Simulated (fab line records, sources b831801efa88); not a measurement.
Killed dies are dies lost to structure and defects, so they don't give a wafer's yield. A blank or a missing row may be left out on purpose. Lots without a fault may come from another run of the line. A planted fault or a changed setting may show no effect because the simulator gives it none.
Which tool did it? | flow sky130 | 13 lots, 39 wafers sampled, at 3 steps of a route of 708

WHAT THE GAUGES READ, wafer by wafer
SKY_CAPM_RS_MEAS_03: measures by four-point-probe.
lot  | measured     | on            | CAPM_TIN_RS (ohm/sq)
L277 | day 36 13:08 | film_metro-02 | 6.91 6.93 6.99
L279 | day 37 03:42 | film_metro-01 | 6.82 6.94 6.81
L280 | day 37 06:09 | film_metro-02 | 6.91 6.90 6.81
L282 | day 38 08:43 | film_metro-01 | 6.95 6.98 6.94
L285 | day 39 10:35 | film_metro-04 | 6.87 6.94 6.89
L291 | day 40 14:42 | film_metro-04 | 6.74 6.80 6.88
L292 | day 41 06:35 | film_metro-04 | 6.91 6.92 6.85
L293 | day 41 12:36 | film_metro-04 | 7.05 6.88 6.89
L294 | day 41 16:50 | film_metro-04 | 7.02 6.99 7.07
L295 | day 41 21:17 | film_metro-01 | 6.87 6.93 6.83
L298 | day 43 07:23 | film_metro-01 | 7.07 6.97 7.03
L299 | day 42 20:25 | film_metro-01 | 6.81 6.86 6.85
L300 | day 43 02:10 | film_metro-04 | 6.77 6.81 6.77

WHICH TOOL RAN EACH LOT (tool, then ch and the chambers of the sampled wafers, then the start)
lot  | SKY_METAL3_SPUTTER_00        | SKY_METAL3_SPUTTER_03
L277 | pvd_sputter-01, day 36 12:47 | pvd_sputter-01, day 36 12:52
L279 | pvd_sputter-01, day 37 03:21 | pvd_sputter-01, day 37 03:26
L280 | pvd_sputter-01, day 37 05:48 | pvd_sputter-01, day 37 05:53
L282 | pvd_sputter-01, day 38 08:22 | pvd_sputter-01, day 38 08:28
L285 | pvd_sputter-01, day 39 10:14 | pvd_sputter-01, day 39 10:20
L291 | pvd_sputter-02, day 40 14:22 | pvd_sputter-02, day 40 14:27
L292 | pvd_sputter-04, day 41 06:14 | pvd_sputter-04, day 41 06:20
L293 | pvd_sputter-04, day 41 12:13 | pvd_sputter-04, day 41 12:19
L294 | pvd_sputter-02, day 41 16:26 | pvd_sputter-02, day 41 16:32
L295 | pvd_sputter-04, day 41 20:52 | pvd_sputter-04, day 41 20:57
L298 | pvd_sputter-02, day 42 19:01 | pvd_sputter-02, day 43 07:07
L299 | pvd_sputter-04, day 42 20:02 | pvd_sputter-04, day 42 20:07
L300 | pvd_sputter-04, day 43 01:49 | pvd_sputter-04, day 43 01:55
- SKY_METAL3_SPUTTER_00: material Ti, target thk 15 nm, time 10 s.
- SKY_METAL3_SPUTTER_03: material Ti, target thk 5 nm, time 3.3 s.

WHAT THE TOOLS THEMSELVES READ (means of the sampled wafers that have a number; where no wafer has one, the mark that the record gives instead)
SKY_METAL3_SPUTTER_00.
lot  | tool           | cathode_dc_power_W (W) | chamber_pressure_pa (Pa) | throttle_valve_pct (%)
L277 | pvd_sputter-01 | 2999.1                 | 0.4011                   | 30.5
L279 | pvd_sputter-01 | 3000.2                 | 0.3997                   | 30.4
L280 | pvd_sputter-01 | 2999.9                 | 0.4003                   | 29.5
L282 | pvd_sputter-01 | 3000.1                 | 0.3991                   | 29.9
L285 | pvd_sputter-01 | 2999.9                 | 0.3994                   | 30.5
L291 | pvd_sputter-02 | 3000.1                 | 0.4006                   | 30.5
L292 | pvd_sputter-04 | 3000.2                 | 0.4003                   | 29.7
L293 | pvd_sputter-04 | 3000.0                 | 0.3999                   | 29.3
L294 | pvd_sputter-02 | 3000.1                 | 0.4003                   | 30.2
L295 | pvd_sputter-04 | 2999.9                 | 0.3999                   | 29.5
L298 | pvd_sputter-02 | 3000.0                 | 0.3993                   | 30.6
L299 | pvd_sputter-04 | 2999.6                 | 0.3997                   | 29.6
L300 | pvd_sputter-04 | 2999.6                 | 0.3998                   | 29.9

SKY_METAL3_SPUTTER_03.
lot  | tool           | cathode_dc_power_W (W) | chamber_pressure_pa (Pa) | throttle_valve_pct (%)
L277 | pvd_sputter-01 | 2999.4                 | 0.3998                   | 30.5
L279 | pvd_sputter-01 | 3000.3                 | 0.3996                   | 30.3
L280 | pvd_sputter-01 | 3000.7                 | 0.3994                   | 29.4
L282 | pvd_sputter-01 | 2999.9                 | 0.3999                   | 29.7
L285 | pvd_sputter-01 | 3000.6                 | 0.3996                   | 30.5
L291 | pvd_sputter-02 | 2999.5                 | 0.4005                   | 30.7
L292 | pvd_sputter-04 | 3000.2                 | 0.4003                   | 29.9
L293 | pvd_sputter-04 | 3000.7                 | 0.4001                   | 29.3
L294 | pvd_sputter-02 | -                      | -                        | -
L295 | pvd_sputter-04 | -                      | -                        | -
L298 | pvd_sputter-02 | 3000.0                 | 0.4007                   | 30.6
L299 | pvd_sputter-04 | 3000.3                 | 0.4000                   | 29.4
L300 | pvd_sputter-04 | 2999.8                 | 0.4000                   | 30.0

THE ANSWER, worked out from the rows above alone
Rule: what is usual is taken from the lots themselves. Put in order of their means at a reading, lots are off if they are a third of the lots or fewer, leave a main group of 4 or more, and stand apart from it by a gap of 3 or more times the standard deviation of the main group's means; of several such gaps the widest counts. A main group whose means are all the same, to the digits that the tables above print for the reading, isn't used. A lot without any number at a reading at which 4 lots or more have one is off too. The other lots that the step has rows for count as sound. The gauges are gone through in route order, then the tools' own readings, and for those a lot's mean is taken as printed above. The first step at which some lot is off is used, and at that step the reading that is off furthest; a lot without a number counts as furthest.
Off: L294, L295, at SKY_METAL3_SPUTTER_03 (cathode_dc_power_W). Without a number there: L294, L295. The main group: mean 3000.1 W, standard deviation 0.43.
A tool fits if, at that step or a process step before it, it ran every lot that is off, and no sound lot after the first of them. None of those tried fits.

WHAT THE SIMULATOR HAD PUT IN
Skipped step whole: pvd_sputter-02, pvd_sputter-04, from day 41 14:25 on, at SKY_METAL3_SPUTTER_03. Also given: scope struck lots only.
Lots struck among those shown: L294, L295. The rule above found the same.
